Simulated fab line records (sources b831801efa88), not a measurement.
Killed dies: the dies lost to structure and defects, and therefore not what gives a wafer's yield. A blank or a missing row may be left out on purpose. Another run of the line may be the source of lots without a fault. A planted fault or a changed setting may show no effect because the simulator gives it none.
A struck lot beside a sound one -- flow sfq line -- 14 steps out of a route of 325
Sound: these wafers, L426.3, L426.5, L426.6. Struck: wafers L420.1, L420.3. (L420.4 of the same lot was not struck and is left out.) The cause comes at the end.
For every step that has rows: the tool of each side, followed by ch and its chambers, followed by its first start. Under that, the readings that differ: sound wafers -- struck wafers -- difference of the means -- sigmas: that difference in standard deviations of wafers without a fault.
alike: same words and numbers on both sides, and readings whose means sit less than 2 such deviations apart. not compared: any withheld reading, any reading some wafer has no value for, any bound like >300 that may hide the same value, and any number with overlapping values for which the record gives no deviation.
The two part at a step that has a row with sigmas, a row that says differs or no value, or rows on one side only. When numbers do not overlap yet have no deviation, they are printed without sigmas and do not part them. A reading missing from all wafers of one side parts the sides only when that side holds two or more wafers.

SFQ_TRILAYER_L0_STRIP_STRIP_009: strips in O2.
  sound on rie metal-01 ch 0,1, day 7 05:43; struck on rie metal-02 ch 0,1, day 5 15:48
  alike: chamber pressure mTorr, drypump motor current A, oes product au, platen temp c
  not compared: rf hours counter h
then, 1 step without rows for these wafers: SFQ_TRILAYER_L0_STRIP_SOLV_CLEAN_010 (cleans in NMP, time 600 s).
SFQ_TRILAYER_L0_CAP_PECVD_011: deposits SiO2 from SiH4/N2O, time 13.333 s, target thk 60 nm.
  sound on pecvd-02 ch 0,1,2, day 7 06:17; struck on pecvd-01 ch 0,1, day 5 16:35
  alike: heater power w, rf fwd power W, throttle valve pct
then, 6 steps without rows for these wafers: SFQ_TRILAYER_L0_VIA_LITHO_COAT_018 (resist thk 62 nm); SFQ_TRILAYER_L0_VIA_LITHO_COAT_013 (resist thk 650 nm); SFQ_TRILAYER_L0_VIA_LITHO_SOFTBAKE_017; SFQ_TRILAYER_L0_VIA_LITHO_EXPOSE_014 (exposes mask L0V, target cd 700 nm); SFQ_TRILAYER_L0_VIA_LITHO_PEB_016 (peb time 60 s); SFQ_TRILAYER_L0_VIA_LITHO_DEVELOP_015 (time 60 s).
-- the record jumps here: 4 days lie between the struck wafers' starts before and after --
SFQ_L0V_OVL_MEAS_903:
  struck on overlay-01, day 9 17:25; sound on overlay-02, day 11 11:56
  alike: L0V_OVL
SFQ_TRILAYER_L0_VIA_BARC_OPEN_VIA_ETCH_021: etches BARC in O2, target depth 125 nm, time 41.7 s.
  sound on rie diel-03 ch 1,2, day 11 11:59; struck on rie diel-01 ch 0,2, day 9 17:27
reading,sound,struck,difference,sigmas
rf hours counter h (h),- - -,94 46,no value on the sound wafers,
  alike: drypump motor current A, oes product au, rf fwd power W
SFQ_TRILAYER_L0_VIA_ETCH_VIA_ETCH_016: etches SiO2 in CHF3, stops on MoNx KI, target depth 80 nm.
  sound on rie diel-03 ch 1,2, day 11 12:02; struck on rie diel-01 ch 0,2, day 9 17:29
reading,sound,struck,difference,sigmas
oes product au (a.u.),0.853 0.848 0.858,0.837 0.827,-0.021,-3
  alike: drypump motor current A, rf fwd power W
SFQ_TRILAYER_L0_VIA_STRIP_STRIP_017: strips in O2.
  sound on rie metal-04 ch 0,1, day 11 12:17; struck on rie metal-02 ch 0, day 9 17:32
reading,sound,struck,difference,sigmas
chamber pressure mTorr (mTorr),50.05 49.93 50.01,59.96 60.02,+9.99,+99 or more
drypump motor current A (A),5.8 5.3 5.8,6.4 6.4,+0.8,+2
  alike: oes product au, platen temp c
  not compared: rf hours counter h
then, 1 step without rows for these wafers: SFQ_TRILAYER_L0_VIA_STRIP_SOLV_CLEAN_018 (cleans in NMP, time 600 s).

## WHERE THEY PART
First at SFQ_TRILAYER_L0_VIA_BARC_OPEN_VIA_ETCH_021; last, within this record, at SFQ_TRILAYER_L0_VIA_STRIP_STRIP_017.

WHY: whatever the simulator had introduced
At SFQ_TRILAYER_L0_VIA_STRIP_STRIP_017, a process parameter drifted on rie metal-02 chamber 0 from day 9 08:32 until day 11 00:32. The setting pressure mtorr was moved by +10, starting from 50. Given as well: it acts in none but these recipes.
